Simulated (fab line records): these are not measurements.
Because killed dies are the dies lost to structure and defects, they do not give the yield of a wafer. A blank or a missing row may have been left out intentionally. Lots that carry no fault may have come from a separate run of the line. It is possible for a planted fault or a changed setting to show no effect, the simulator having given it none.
Code-filled problem report in 8D (eight disciplines) form + flow sky130 + the parts of the form that need people (team, actions taken, sign-off) are left out

1. PROBLEM STATEMENT
Mean of killed-at-other at SKY_PAD_OPEN_PROBE_99: 7.3 across 9 wafers in 3 lots; on wafers with no fault it is 0.3 (standard deviation 0.59). That is +12 standard deviations from the usual mean.
First observed at day 50 06:04: wafer L665.1, on prober-02. The record has a number at this step for 9 wafers belonging to 3 lots. By rule, "out" or "out of limits" means more than 4 standard deviations away from the usual mean. The other wafers with a number count as sound.

2. WHAT IT IS, WHAT IT ISN'T
| question                    | is                     | is not                                                                                                  |
|-----------------------------|------------------------|---------------------------------------------------------------------------------------------------------|
| which readings at this step | killed-at-other        | killed_at_M0_to_M3, killed_at_M4_up, killed-at-contacts, killed-at-front-end, killed-open, killed-short |
| which lots                  | L665, L669, L670       | -                                                                                                       |
| which wafers of those lots  | all that have a number | -                                                                                                       |
| read on which tools         | prober-01, prober-02   | -                                                                                                       |
| when                        | from day 50 06:04      | up to then (0 sound wafers)                                                                             |

3. SUSPECTS, AND WHAT RULES EACH OUT
Counting: a tool at any process step up to the reading remains a suspect when it ran all the lots that are out and ran no sound lot after the first of those.
- iline-stepper-02 at SKY_RES_XHIGH_EXPOSE_04 (exposes mask URPM, target cd 1270 nm): kept. It ran every lot that is out, first L665 (day 32 08:32), and no sound lot after that.
Left after counting: iline-stepper-02 at SKY_RES_XHIGH_EXPOSE_04.

4. THE CAUSE (what the simulator had put in)
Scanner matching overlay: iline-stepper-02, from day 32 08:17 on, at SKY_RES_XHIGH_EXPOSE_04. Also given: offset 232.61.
Counting left only this tool.

5. SEQUENCE OF EFFECTS, ordered by route
Rows list readings where the struck wafers' mean (over those with a number) sits beyond 3 standard deviations from the usual. Readings are gone through only where the record gives a usual standard deviation; hours: the median, over the lots, of the time from a lot's start at the first step in this table giving one to that lot's start at this step; sigmas: the change measured in usual standard deviations.
| hours | step                  | reading         | usual | on struck wafers | change | sigmas |
|-------|-----------------------|-----------------|-------|------------------|--------|--------|
| 0     | SKY_PAD_OPEN_PROBE_99 | killed-at-other | 0.3   | 7.3              | +7.0   | +12    |
Process steps it contains:
- SKY_PAD_OPEN_PROBE_99

6. WHAT WOULD HAVE CAUGHT IT SOONER
In this record the first reading out of limits was taken at day 50 06:04, 430 hours after the fault began at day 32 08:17.
An alarm limit of 4 standard deviations would not have fired on the tool readings at SKY_RES_XHIGH_EXPOSE_04 for which the record gives a usual standard deviation, since none of them was out on any struck wafer.
By day 50 06:04, every lot that is out (3) had started SKY_RES_XHIGH_EXPOSE_04 on iline-stepper-02. A hold on the tool at that time would have spared none of them.
